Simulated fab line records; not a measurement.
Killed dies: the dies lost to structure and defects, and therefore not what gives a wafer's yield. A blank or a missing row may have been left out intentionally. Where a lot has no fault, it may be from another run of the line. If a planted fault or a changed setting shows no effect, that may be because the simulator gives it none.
Split-lot trial	flow sky130	route with 708 steps; 5 lots, 23 wafers read

== THE SPLIT ==
At SKY_VIA1_SPUTTER_20 (material TiN, target thk 20 nm, time 80 s), the setting power-w was moved away from the recipe's 4000 W on 8 of the 23 wafers read, by -4.9% to +11.2%. All remaining wafers had this setting at the recipe value.

The reading comes from the split's own step.

== THE READING ==
TiN_of_VIA1_SPUTTER_20.thk-nm (the simulator's own value, which no gauge read), in nm, at SKY_VIA1_SPUTTER_20 (material TiN, target thk 20 nm, time 80 s). The file gives no usual value for it. Average 20.05 nm, standard deviation 0.12 nm, over the 15 wafers here run with the recipe.

wafer	tool, chamber at the split	power-w as run, W	against the recipe	TiN_of_VIA1_SPUTTER_20.thk-nm, nm	against lot-mates on the recipe
L076.2	pvd-sputter-01, -	4000	recipe	20.18	-
L076.4	pvd-sputter-01, -	4000	recipe	20.18	-
L076.3	pvd-sputter-01, -	4000	recipe	20.2	-
L076.5	pvd-sputter-01, -	4000	recipe	20.17	-
L076.6	pvd-sputter-01, -	4000	recipe	20.06	-
L079.1	pvd-sputter-02, -	4331	+8.3%	21.67	+1.52
L079.2	pvd-sputter-02, -	4000	recipe	20.13	-
L079.3	pvd-sputter-02, -	4000	recipe	20.18	-
L079.4	pvd-sputter-02, -	4331	+8.3%	21.52	+1.36
L079.5	pvd-sputter-02, -	4331	+8.3%	21.62	+1.46
L081.1	pvd-sputter-02, -	4000	recipe	20.07	-
L081.2	pvd-sputter-02, -	4000	recipe	19.93	-
L081.6	pvd-sputter-02, -	4000	recipe	19.98	-
L080.1	pvd-sputter-02, -	3802	-4.9%	19.27	-0.64
L080.3	pvd-sputter-02, -	4000	recipe	19.86	-
L080.4	pvd-sputter-02, -	4000	recipe	19.97	-
L080.5	pvd-sputter-02, -	3802	-4.9%	19.06	-0.86
L080.6	pvd-sputter-02, -	3802	-4.9%	18.95	-0.96
L085.1	pvd-sputter-03, -	4000	recipe	19.83	-
L085.2	pvd-sputter-03, -	4447	+11.2%	22.09	+2.14
L085.4	pvd-sputter-03, -	4000	recipe	20.04	-
L085.5	pvd-sputter-03, -	4447	+11.2%	22.23	+2.28
L085.6	pvd-sputter-03, -	4000	recipe	19.98	-

THE FIT
A straight line over all 23 wafers: TiN_of_VIA1_SPUTTER_20.thk-nm changes by +0.189 nm for each +1% of power-w; r = +0.99; the points scatter about the line by 0.12 nm.
The same after taking each lot's own level away (the mean of its wafers on the recipe; 23 wafers): +0.184 nm for each +1%; r = +0.99; scatter 0.1 nm.
That fit puts the effect of the largest move of power-w on the reading at 2.1 nm.
Measured against the standard deviation above, the lots' own levels, which go from 19.915 to 20.158 nm, span 2.1 times it.
The two slopes agree, so the slope changes little with the lot-to-lot level.
Check: for one of the wafers moved furthest among these (+11.2%), held out of the fit, the line's prediction against its lot-mates is +2.04 nm. Against them it came out at +2.14 nm.

== FILE'S OWN FIT ==
TiN_of_VIA1_SPUTTER_20.thk-nm changes by +0.187 nm for each +1% of power-w, r = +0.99.
